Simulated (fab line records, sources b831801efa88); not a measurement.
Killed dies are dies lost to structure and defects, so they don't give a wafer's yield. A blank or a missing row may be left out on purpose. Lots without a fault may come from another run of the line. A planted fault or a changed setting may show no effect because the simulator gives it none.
Split-lot experiment | flow gf180mcu | 5 lots, 23 wafers read, on a route of 602 steps

THE SPLIT
At GF_PSD_DEVELOP_06 (develop time 60 s), the setting develop_time_s was moved away from the recipe's 60 s on 10 of the 23 wafers read, by -13.5% to +7.8%. The other wafers ran this setting at the recipe's value.

The file shows no step between the split and the reading.

THE READING
cd_nm, in nm, at GF_PSD_CD_MEAS_07 (target cd 400 nm). Fault-free wafers of this fab line usually give 400.9 nm, standard deviation 2.2 nm.

wafer  | tool, chamber at the split | develop_time_s as run, s | against the recipe | cd_nm, nm | against lot-mates on the recipe
L076.3 | litho_track-02, 0          | 60                       | recipe             | 403.8     | -
L076.4 | litho_track-02, 0          | 60                       | recipe             | 403.7     | -
L076.6 | litho_track-02, 0          | 60                       | recipe             | 404.4     | -
L078.1 | litho_track-01, 0          | 51.91                    | -13.5%             | 385.8     | -14.7
L078.2 | litho_track-01, 0          | 60                       | recipe             | 400.4     | -
L078.4 | litho_track-01, 0          | 60                       | recipe             | 400.6     | -
L078.5 | litho_track-01, 0          | 51.91                    | -13.5%             | 385.9     | -14.6
L078.6 | litho_track-01, 0          | 51.91                    | -13.5%             | 383.8     | -16.7
L079.1 | litho_track-01, 0          | 64.68                    | +7.8%              | 406.1     | +6.6
L079.2 | litho_track-01, 0          | 64.68                    | +7.8%              | 407.1     | +7.6
L079.3 | litho_track-01, 0          | 60                       | recipe             | 399.7     | -
L079.4 | litho_track-01, 0          | 64.68                    | +7.8%              | 407.0     | +7.5
L079.6 | litho_track-01, 0          | 60                       | recipe             | 399.4     | -
L080.1 | litho_track-04, 0          | 60                       | recipe             | 396.6     | -
L080.2 | litho_track-04, 0          | 60                       | recipe             | 398.5     | -
L080.4 | litho_track-04, 0          | 60                       | recipe             | 395.9     | -
L080.5 | litho_track-04, 0          | 53.58                    | -10.7%             | 386.0     | -11.0
L080.6 | litho_track-04, 0          | 53.58                    | -10.7%             | 385.4     | -11.6
L083.1 | litho_track-01, 0          | 60                       | recipe             | 403.7     | -
L083.2 | litho_track-01, 0          | 60                       | recipe             | 404.5     | -
L083.3 | litho_track-01, 0          | 54.02                    | -10.0%             | 393.8     | -10.5
L083.5 | litho_track-01, 0          | 54.02                    | -10.0%             | 395.0     | -9.3
L083.6 | litho_track-01, 0          | 60                       | recipe             | 404.7     | -

THE FIT
A straight line over all 23 wafers: cd_nm changes by +1.05 nm for each +1% of develop_time_s; r = +0.92; the points scatter about the line by 3.1 nm.
The same after taking each lot's own level away (the mean of its wafers on the recipe; 23 wafers): +1.05 nm for each +1%; r = +0.99; scatter 0.85 nm.
On that fit, the largest move of develop_time_s shifts the reading by 14 nm.
The lots' own levels span 397.00 to 404.30 nm, that is 3.3 times the standard deviation above.
So the lot-to-lot level changes the slope little: the two slopes agree.
Check: with one of the wafers moved furthest among these (-13.5%) left out of the fit, the line predicts -14.3 nm for it against its lot-mates. It came out at -14.7 nm against them.

OTHER SPLITS ON THESE WAFERS
These wafers also went through other splits before the reading. Each is held against what the fit with the lots' levels taken away leaves over:
other split on the same wafers | wafers away from the commonest value | r with cd_nm (lot level and that fit taken away)
GF_HV_LDD_CVD_56 time_s        | 15                                   | +0.36
GF_NSD_COAT_02 spin_rpm        | 8                                    | -0.03
GF_NSD_IMPLANT_09 energy_kev   | 8                                    | +0.44

THE FILE'S OWN FIT
cd_nm changes by +1.06 nm for each +1% of develop_time_s, r = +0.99.
